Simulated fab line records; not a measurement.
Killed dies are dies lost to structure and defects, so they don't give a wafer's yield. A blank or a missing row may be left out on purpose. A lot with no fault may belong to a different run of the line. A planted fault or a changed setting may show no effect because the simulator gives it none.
A lot that was struck, set against a sound lot + flow sky130 + 17 out of 708 route steps
Sound: wafers L290.2, L290.3, L290.6. Wafers L296.1, L296.2, L296.3 were the ones struck. At the end, the cause is stated.
Order at every step that has rows: each side's tool, ch and its chambers, its first start. Under that, the readings that differ: sound wafers + struck wafers + difference of the means + sigmas: that difference in standard deviations of wafers without a fault.
alike: a reading whose means differ by less than 2 such deviations, as well as words and numbers matching on both sides. not compared: withheld readings; readings where some wafer has no value; bounds like >300 that might hide an equal value; numbers whose values overlap and for which the record gives no deviation.
The two part at a step that has a row with sigmas, a row that says differs or no value, or rows on one side only. Numbers that have no deviation but don't overlap get no sigmas and don't part them. A reading missing from all wafers of one side parts the sides only when that side holds two or more wafers.

SKY_VT_ADJUST_LVTN_OVL_MEAS_07:
  struck on overlay-02, day 9 10:55; sound on overlay-02, day 7 18:04
  alike: VT_ADJUST_LVTN_OVL
after that, 1 step had no rows for these wafers: SKY_VT_ADJUST_LVTN_IMPLANT_08.
SKY_VT_ADJUST_LVTN_STRIP_09: strips in O2/N2.
  sound on plasmaAsher-02 ch 0, day 7 18:15; struck on plasmaAsher-02 ch 0,1, day 9 11:05
  alike: drypumpMotorCurrentA, oesProductAu, stripTimeToEndpointS
  not compared: rfHoursCounterH
SKY_VT_ADJUST_LVTN_TW_MEAS_10:
  struck on filmMetro-04, day 9 11:11; sound on filmMetro-02, day 7 18:22
  alike: VT_ADJUST_LVTN_TW
then, 7 steps without rows for these wafers: SKY_VT_ADJUST_LVTN_DEHYDRATE_11 (time 60 s); SKY_VT_ADJUST_LVTN_HMDS_12 (prime time 60 s); SKY_VT_ADJUST_LVTN_COAT_13 (resist thk 1140 nm); SKY_VT_ADJUST_LVTN_SOFTBAKE_14 (time 60 s); SKY_VT_ADJUST_LVTN_EXPOSE_15 (exposes mask HVN STD DERIVED, target cd 600 nm); SKY_VT_ADJUST_LVTN_PEB_16; SKY_VT_ADJUST_LVTN_DEVELOP_17 (develop time 60 s).
SKY_VT_ADJUST_LVTN_OVL_MEAS_18:
  struck on overlay-01, day 10 08:19; sound on overlay-02, day 8 15:16
  alike: VT_ADJUST_LVTN_01_OVL
SKY_VT_ADJUST_LVTN_IMPLANT_19:
  sound on implanter-01 ch 0, day 8 15:19; struck on implanter-03 ch 0, day 10 08:21
| reading          | sound                      | struck                        | difference | sigmas      |
|------------------|----------------------------|-------------------------------|------------|-------------|
| doseIonsCm2      | 6.5e+11 6.49e+11 6.496e+11 | 8.621e+11 8.633e+11 8.626e+11 | +2.131e+11 | +99 or more |
| faradayCurrentUA | 3.61 3.62 3.81             | 4.84 4.89 4.91                | +1.20      | +17         |
  alike: beamOnS
SKY_VT_ADJUST_LVTN_STRIP_20: strips in O2/N2.
  sound on plasmaAsher-03 ch 0, day 8 15:26; struck on plasmaAsher-02 ch 0,1, day 10 08:30
  alike: drypumpMotorCurrentA, oesProductAu, stripTimeToEndpointS
  not compared: rfHoursCounterH
SKY_VT_ADJUST_LVTN_TW_MEAS_21:
  struck on filmMetro-02, day 10 08:36; sound on filmMetro-04, day 8 15:33
| reading             | sound             | struck            | difference | sigmas |
|---------------------|-------------------|-------------------|------------|--------|
| VT_ADJUST_LVTN_2_TW | 185.7 185.2 186.2 | 202.8 203.1 202.4 | +17.1      | +9     |
then, 1 step without rows for these wafers: SKY_VT_ADJUST_NCORE_DEHYDRATE_00 (time 60 s).
-- the record jumps here: 38 days lie between the struck wafers' starts before and after (it left off in module VT_ADJUST_NCORE and takes up again in module PAD_OPEN, whose first step shown is number 708 of the route) --
SKY_PAD_OPEN_PROBE_99:
  struck on prober-02, day 48 07:25; sound on prober-02, day 46 20:15
| reading                                 | sound                | struck              | difference | sigmas |
|-----------------------------------------|----------------------|---------------------|------------|--------|
| model.etest.resPwellUnderGate.rsOhmSq   | 2295 2286 2301       | 2250 2248 2260      | -41        |        |
| model.etest.nfetG5v0d10v5.bodyRiseV (V) | 0.6794 0.6677 0.6804 | 0.7137 0.6997 0.7   | +0.0286    |        |
| model.etest.nfet_16v.bodyRiseV (V)      | 0.6771 0.6646 0.6812 | 0.7101 0.6981 0.701 | +0.0288    |        |
  alike: killed_at_M0_to_M3, killed_at_M4_up, killedAtContacts, killedAtFrontEnd, killedAtOther, killedDies, killedOnRim, killedOpen, killedShort
  not compared: model.etest.nfetG5v0d10v5.vtSatV, model.etest.nfetG5v0d10v5.vtV

WHERE THEY PART
Earliest at SKY_VT_ADJUST_LVTN_IMPLANT_19; latest, in this record, at SKY_VT_ADJUST_LVTN_TW_MEAS_21. Later steps at which nothing parts them and some readings are alike: SKY_PAD_OPEN_PROBE_99.

WHY: whatever the simulator had introduced
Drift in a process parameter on implanter-03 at SKY_VT_ADJUST_LVTN_IMPLANT_19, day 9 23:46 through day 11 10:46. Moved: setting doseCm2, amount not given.
